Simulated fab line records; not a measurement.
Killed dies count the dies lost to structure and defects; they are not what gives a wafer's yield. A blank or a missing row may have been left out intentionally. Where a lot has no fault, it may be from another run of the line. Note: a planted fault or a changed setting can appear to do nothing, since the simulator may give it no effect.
What tool caused it? | flow gf180mcu | Sampling: 13 lots, 39 wafers, 4 of 602 route steps

== WHAT THE GAUGES READ, wafer by wafer ==
GF_HV_LDD_OVL_MEAS_47.
lot  | measured     | on         | HV_LDD_03_OVL (nm)
L254 | day 12 05:41 | overlay-01 | -0.8 -0.7 -1.0
L255 | day 12 09:43 | overlay-02 | -2.4 -1.3 -2.2
L256 | day 12 18:46 | overlay-02 | 1.1 0.1 0.9
L257 | day 13 06:59 | overlay-01 | 1.1 2.4 0.5
L260 | day 14 12:56 | overlay-01 | 1.5 0.8 -0.5
L261 | day 14 21:18 | overlay-01 | 0.0 0.3 -0.1
L262 | day 15 09:57 | overlay-02 | -2.4 -0.5 -2.0
L266 | day 16 16:05 | overlay-01 | 1.1 0.5 1.5
L267 | day 17 02:16 | overlay-01 | 0.9 1.4 -0.2
L272 | day 18 07:23 | overlay-01 | -119.1 -120.0 -117.7
L274 | day 19 00:33 | overlay-02 | -118.4 -117.4 -119.8
L275 | day 19 07:25 | overlay-02 | -116.4 -118.2 -115.3
L276 | day 19 15:04 | overlay-01 | 0.8 4.3 2.9

GF_HV_LDD_TW_MEAS_50.
lot  | measured     | on            | HV_LDD_4_TW
L254 | day 12 05:59 | film metro-01 | 575 579 575
L255 | day 12 10:00 | film metro-03 | 563 561 562
L256 | day 12 19:03 | film metro-03 | 561 565 563
L257 | day 13 07:17 | film metro-01 | 577 582 576
L260 | day 14 13:20 | film metro-03 | 565 563 563
L261 | day 14 21:35 | film metro-04 | 574 575 577
L262 | day 15 10:23 | film metro-04 | 569 571 571
L266 | day 16 16:23 | film metro-03 | 561 560 561
L267 | day 17 02:34 | film metro-03 | 563 562 561
L272 | day 18 07:41 | film metro-01 | 579 576 577
L274 | day 19 00:50 | film metro-01 | 583 581 581
L275 | day 19 07:42 | film metro-04 | 576 576 575
L276 | day 19 15:22 | film metro-03 | 561 559 560

== TOOL THAT RAN EACH LOT (tool first, then ch and the chambers of the sampled wafers, then the start) ==
lot  | GF_HV_LDD_STRIP_22                   | GF_HV_LDD_EXPOSE_43
L254 | plasma asher-04 ch 0,1, day 10 18:11 | iline stepper-02 ch 0, day 11 21:16
L255 | plasma asher-03 ch 0,1, day 10 21:50 | iline stepper-02 ch 0, day 12 00:56
L256 | plasma asher-04 ch 0,1, day 11 06:14 | iline stepper-02 ch 0, day 12 09:29
L257 | plasma asher-03 ch 0,1, day 11 17:35 | iline stepper-01 ch 0, day 12 21:43
L260 | plasma asher-02 ch 0,1, day 12 21:41 | iline stepper-01 ch 0, day 14 03:44
L261 | plasma asher-04 ch 0,1, day 13 05:15 | iline stepper-02 ch 0, day 14 10:33
L262 | plasma asher-04 ch 0,1, day 13 16:32 | iline stepper-02 ch 0, day 15 00:13
L266 | plasma asher-03 ch 0,1, day 14 19:53 | iline stepper-02 ch 0, day 16 04:38
L267 | plasma asher-03 ch 0,1, day 15 05:19 | iline stepper-02 ch 0, day 16 15:32
L272 | plasma asher-02 ch 0,1, day 16 08:44 | iline stepper-02 ch 0, day 17 20:38
L274 | plasma asher-02 ch 0,1, day 17 00:51 | iline stepper-02 ch 0, day 18 12:16
L275 | plasma asher-02 ch 0,1, day 17 07:04 | iline stepper-02 ch 0, day 18 20:18
L276 | plasma asher-02 ch 0,1, day 17 15:16 | iline stepper-01 ch 0, day 19 03:09
- GF_HV_LDD_STRIP_22: strips in O2/N2.
- GF_HV_LDD_EXPOSE_43: exposes mask Pplus HV AREA, target cd 400 nm.

== WHAT THE TOOLS THEMSELVES READ (means of the sampled wafers that have a number; where no wafer has one, the mark that the record gives instead) ==
GF_HV_LDD_STRIP_22.
lot  | tool            | drypump motor current A (A) | heater power w (W) | oes product au (a.u.) | platen temp c (C) | strip time to endpoint s (s)
L254 | plasma asher-04 | 5.50                        | 296                | 0.714                 | 249.70            | 12.61
L255 | plasma asher-03 | 5.34                        | 342                | 0.715                 | 249.86            | 12.62
L256 | plasma asher-04 | 5.55                        | 288                | 0.720                 | 249.88            | 12.64
L257 | plasma asher-03 | 5.47                        | 332                | 0.716                 | 250.03            | 12.65
L260 | plasma asher-02 | 5.43                        | 334                | 0.722                 | 250.00            | 12.63
L261 | plasma asher-04 | 5.48                        | 293                | 0.718                 | 249.85            | 12.64
L262 | plasma asher-04 | 5.47                        | 298                | 0.713                 | 250.06            | 12.68
L266 | plasma asher-03 | 5.45                        | 335                | 0.719                 | 250.06            | 12.63
L267 | plasma asher-03 | 5.46                        | 325                | 0.715                 | 250.04            | 12.63
L272 | plasma asher-02 | 5.43                        | 336                | 0.716                 | 250.08            | 12.56
L274 | plasma asher-02 | 5.39                        | 324                | 0.722                 | 249.93            | 12.63
L275 | plasma asher-02 | 5.41                        | 341                | 0.720                 | 250.10            | 12.61
L276 | plasma asher-02 | 5.43                        | 333                | 0.715                 | 249.84            | 12.60

== THE ANSWER, worked out from the rows above alone ==
Rule: usual is defined by the lots themselves. Put in order of their means at a reading, lots are off if they are a third of the lots or fewer, leave a main group of 4 or more, and stand apart from it by a gap of 3 or more times the standard deviation of the main group's means; of several such gaps the widest counts. The tables above print the reading to a certain number of digits; a main group whose means all agree to those digits is not used. Also off: a lot with no number at a reading for which 4 or more lots have one. Where the step has rows for the other lots, those lots are counted as sound. The gauges are gone through in route order, then the tools' own readings, and for those a lot's mean is taken as printed above. At the first step where some lot is off, the reading lying furthest off is the one used; lots without a number count as furthest.
Off: at GF_HV_LDD_OVL_MEAS_47 (HV_LDD_03_OVL), L272, L274, L275. The main group: mean 0.3 nm, standard deviation 1.3.
If a tool, at a process step before that reading, ran all the lots that are off and no sound lot after the first of them, it fits. Those tools and the gauges at GF_HV_LDD_OVL_MEAS_47 are tried in the same way. One candidate fits, namely iline stepper-02 at GF_HV_LDD_EXPOSE_43. A fault onset in the window from L267 (day 16 15:32, its last sound lot) to L272 (day 17 20:38, its first lot off) fits.

== WHAT THE SIMULATOR HAD INSERTED ==
Scanner matching overlay: iline stepper-02, from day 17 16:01 on, at GF_HV_LDD_EXPOSE_43. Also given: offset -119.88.
Shown lots that were struck: L272, L274, L275. Same finding as the rule above.
